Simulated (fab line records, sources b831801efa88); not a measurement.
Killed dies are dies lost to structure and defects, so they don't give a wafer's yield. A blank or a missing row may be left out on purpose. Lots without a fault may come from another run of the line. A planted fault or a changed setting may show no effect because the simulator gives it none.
Which tool did it? | flow sky130 | 6 lots, 18 wafers sampled, at 2 steps of a route of 708

WHAT THE GAUGES READ, wafer by wafer
SKY_SONOS_ONO_THK_MEAS_05.
lot  | measured     | on            | SONOS_ONO_CVD_04_THK (nm)
L191 | day 12 14:39 | film_metro-03 | 5.62 5.74 5.56
L197 | day 14 21:19 | film_metro-03 | 5.70 5.66 5.66
L200 | day 15 10:07 | film_metro-01 | 5.62 5.68 5.63
L201 | day 15 20:59 | film_metro-03 | 5.56 5.64 5.55
L209 | day 18 05:54 | film_metro-01 | 5.67 5.68 5.64
L212 | day 18 19:35 | film_metro-02 | 5.53 5.69 5.63

WHICH TOOL RAN EACH LOT (tool, then ch and the chambers of the sampled wafers, then the start)
lot  | SKY_VT_ADJUST_PCH_STRIP_09
L191 | plasma_asher-01 ch 0,1, day 11 08:46
L197 | plasma_asher-03 ch 0,1, day 13 14:02
L200 | plasma_asher-04 ch 0,1, day 14 02:26
L201 | plasma_asher-01 ch 0,1, day 14 13:05
L209 | plasma_asher-04 ch 0,1, day 16 20:14
L212 | plasma_asher-04 ch 0,1, day 17 06:02
- SKY_VT_ADJUST_PCH_STRIP_09: strips in O2/N2.

THE ANSWER, worked out from the rows above alone
Rule: what is usual is taken from the lots themselves. Put in order of their means at a reading, lots are off if they are a third of the lots or fewer, leave a main group of 4 or more, and stand apart from it by a gap of 3 or more times the standard deviation of the main group's means; of several such gaps the widest counts. A main group whose means are all the same, to the digits that the tables above print for the reading, isn't used. A lot without any number at a reading at which 4 lots or more have one is off too. The other lots that the step has rows for count as sound.
No lot is off at any reading shown: from this, nothing can be told.

WHAT THE SIMULATOR HAD PUT IN
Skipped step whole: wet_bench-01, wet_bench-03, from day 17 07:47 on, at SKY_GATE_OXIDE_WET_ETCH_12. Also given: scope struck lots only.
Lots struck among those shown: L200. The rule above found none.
